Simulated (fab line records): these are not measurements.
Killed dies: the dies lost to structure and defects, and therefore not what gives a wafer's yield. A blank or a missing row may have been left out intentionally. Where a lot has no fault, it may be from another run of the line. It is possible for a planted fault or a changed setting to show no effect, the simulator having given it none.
Chamber matching -- flow sfq_line -- rie_diel-01 running SFQ_TRILAYER_I5_ETCH_VIA_ETCH_147: 4 sister chambers
The step etches the open film in CHF3, stops on Nb, target depth 360 nm. 4 wafers are shown with their chamber, then 7 later ones without.

## WAFERS PAIRED WITH THEIR CHAMBERS
wafer,chamber,rf_fwd_power_W (W)
L732.1,3,498.2
L733.2,1,499.0
L735.2,2,497.5
L735.5,0,498.7

## WAFERS WITHOUT THEIR CHAMBER
wafer,rf_fwd_power_W (W)
L735.6,497.9
L740.3,496.1
L740.4,497.9
L740.5,498.8
L742.4,500.5
L742.5,498.7
L742.6,496.9

## THE CHAMBER EACH PASSED THROUGH
wafer,from the rows above,in truth
L735.6,can't be placed: 3 or 2 or 0 or 1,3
L740.3,can't be placed: 2 or 3 or 0 or 1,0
L740.4,can't be placed: 3 or 2 or 0 or 1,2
L740.5,can't be placed: 0 or 1 or 3 or 2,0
L742.4,can't be placed: 1 or 0 or 3 or 2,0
L742.5,can't be placed: 0 or 1 or 3 or 2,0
L742.6,can't be placed: 2 or 3 or 0 or 1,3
0 of 7 placed correctly. Cannot be placed on the basis of these rows: 7; the candidates contain the true chamber in 7. 0 placed wrongly.
How it was worked out, from the rows above alone: a wafer's distance from a chamber is the root of the sum, over the readings, of the square of ((its reading less the chamber's mean) divided by the reading's scatter). If the next closest chamber is less than 2 further off than the closest, the wafer can't be placed; otherwise it belongs to the closest. A chamber's mean is the mean of its shown wafers. The scatter: with one shown wafer a chamber, the root of the mean of the squares of how far each hidden wafer lies from its nearest shown one.
